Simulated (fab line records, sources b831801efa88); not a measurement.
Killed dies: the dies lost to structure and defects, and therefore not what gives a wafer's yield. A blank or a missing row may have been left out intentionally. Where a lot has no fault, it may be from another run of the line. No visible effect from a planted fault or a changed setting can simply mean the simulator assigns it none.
Problem report, 8D (eight disciplines) form, completed by code :: flow gf180mcu :: the parts of the form that need people (team, actions taken, sign-off) are left out

1. THE ISSUE
Wafers free of any fault read 488.3 ohm/sq (standard deviation 1.2) for NWELL_RS at GF_VT_IMPLANT_RS_MEAS_47, against a mean of 496.4 ohm/sq on 6 wafers of 2 lots. That puts it +6.7 standard deviations away from the usual mean.
The step: measures by four-point-probe.
First observed at day 13 13:35: wafer L642.1, on film-metro-01. The record has a number at this step for 39 wafers belonging to 13 lots. The rule behind "out" and "out of limits": a value lying over 4 standard deviations away from the usual mean. All remaining wafers that have a number are taken as sound.

2. WHAT IT IS; WHAT IT IS NOT
question: which readings at this step
is: NWELL_RS
is not: -

question: which lots
is: L642, L643
is not: L624, L625, L626, L627, L628, L630, L633, L634, L635, L636, L644

question: which wafers of those lots
is: all that have a number
is not: -

question: read on which gauges
is: film-metro-01, film-metro-02
is not: film-metro-03

question: when
is: from day 13 13:35
is not: up to then (30 sound wafers); but 3 sound wafers of L644 came after

3. WHAT RULES OUT EACH SUSPECT
Counting: a tool at a process step up to the reading stays a suspect if it ran every lot that is out and no sound lot after the first of them.
- the gauge at GF_VT_IMPLANT_RS_MEAS_47 is ruled out. The wafers that are out were read on 2 gauges (film-metro-01, film-metro-02).
- implanter-02 at GF_NWELL_IMPLANT_08: kept. Every lot that is out went through it, starting with L642 (day 8 03:56), and after that it ran no sound lot; the last sound lot it ran before then is L633 (day 6 02:32). Out on those wafers are its own readings of beam-energy-keV.
Left after counting: implanter-02 at GF_NWELL_IMPLANT_08.

4. THE CAUSE (what the simulator had put in)
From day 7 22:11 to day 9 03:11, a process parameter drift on implanter-02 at GF_NWELL_IMPLANT_08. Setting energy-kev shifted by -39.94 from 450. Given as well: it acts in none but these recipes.
Counting left only this tool.

5. SEQUENCE OF EFFECTS, ordered by route
Each row: a reading where the mean over the struck wafers with a number is more than 3 standard deviations away from the usual. Scope: only readings with a usual standard deviation given in the record; hours: median across lots of the time from each lot's start at the first step in this table that gives one to its start at this step; sigmas: change in usual standard deviations.
hours: 0
step: GF_NWELL_IMPLANT_08
reading: beam-energy-keV
usual: 450.00
on struck wafers: 410.08
change: -39.92
sigmas: -99 or more

hours: 128
step: GF_VT_IMPLANT_RS_MEAS_47
reading: NWELL_RS
usual: 488.3 ohm/sq
on struck wafers: 496.4
change: +8.1
sigmas: +6.7
The process steps in it:
- GF_NWELL_IMPLANT_08
Later steps that measure or inspect, where all struck wafers having a row at the step show a number for every such reading and not one has moved that far: GF_VT_IMPLANT_RS_MEAS_48, GF_V1_THK_MEAS_25, GF_M3_CD_MEAS_14, GF_V3_OVL_MEAS_15.

6. WHAT WOULD HAVE CAUGHT IT SOONER
The first out-of-limits reading at a measuring or inspecting step in this record came at day 13 13:35, 135 hours after the fault's start at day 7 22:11.
The tool's own readings at GF_NWELL_IMPLANT_08 were out on every struck wafer that the step has a row for (beam-energy-keV): an alarm limit on them would have fired on the first of those.
By day 13 13:35 the whole set of lots that are out, 2 in number, had already begun GF_NWELL_IMPLANT_08 on implanter-02. Tool hold at that time: it would have spared none of them.
